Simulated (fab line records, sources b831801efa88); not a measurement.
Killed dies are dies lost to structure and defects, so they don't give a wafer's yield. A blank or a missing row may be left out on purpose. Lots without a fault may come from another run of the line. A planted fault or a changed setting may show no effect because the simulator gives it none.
Chamber matching | flow sky130 | SKY_VIA2_CMP_02 on cmp-01: 4 sister chambers
The step polishes SiO2. 4 wafers are shown with their chamber, then 7 later ones without.

WAFERS WITH THEIR CHAMBER
wafer  | chamber | motor_current_A (A)
L193.5 | 2       | 11.0
L203.4 | 3       | 11.6
L203.6 | 0       | 10.9
L205.5 | 1       | 12.8

WAFERS WITHOUT THEIR CHAMBER
wafer  | motor_current_A (A)
L205.6 | 11.4
L206.2 | 11.6
L206.3 | 10.6
L206.6 | 12.0
L207.1 | 11.4
L207.2 | 10.9
L207.6 | 11.8

WHICH CHAMBER EACH WENT THROUGH
wafer  | from the rows above          | in truth
L205.6 | can't be placed: 3 or 2 or 0 | 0
L206.2 | 3                            | 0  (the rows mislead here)
L206.3 | can't be placed: 0 or 2      | 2
L206.6 | can't be placed: 3 or 1      | 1
L207.1 | can't be placed: 3 or 2 or 0 | 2
L207.2 | can't be placed: 0 or 2      | 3
L207.6 | 3                            | 3
Placed correctly: 1 of 7. Can't be placed from these rows: 5 (the true chamber is among the candidates in 4). Placed wrongly: 1.
How it was worked out, from the rows above alone: a wafer's distance from a chamber is the root of the sum, over the readings, of the square of ((its reading less the chamber's mean) divided by the reading's scatter). The wafer belongs to the nearest chamber; if the next one is less than 2 further off, it can't be placed. A chamber's mean is the mean of its shown wafers. The scatter: with one shown wafer a chamber, the root of the mean of the squares of how far each hidden wafer lies from its nearest shown one.
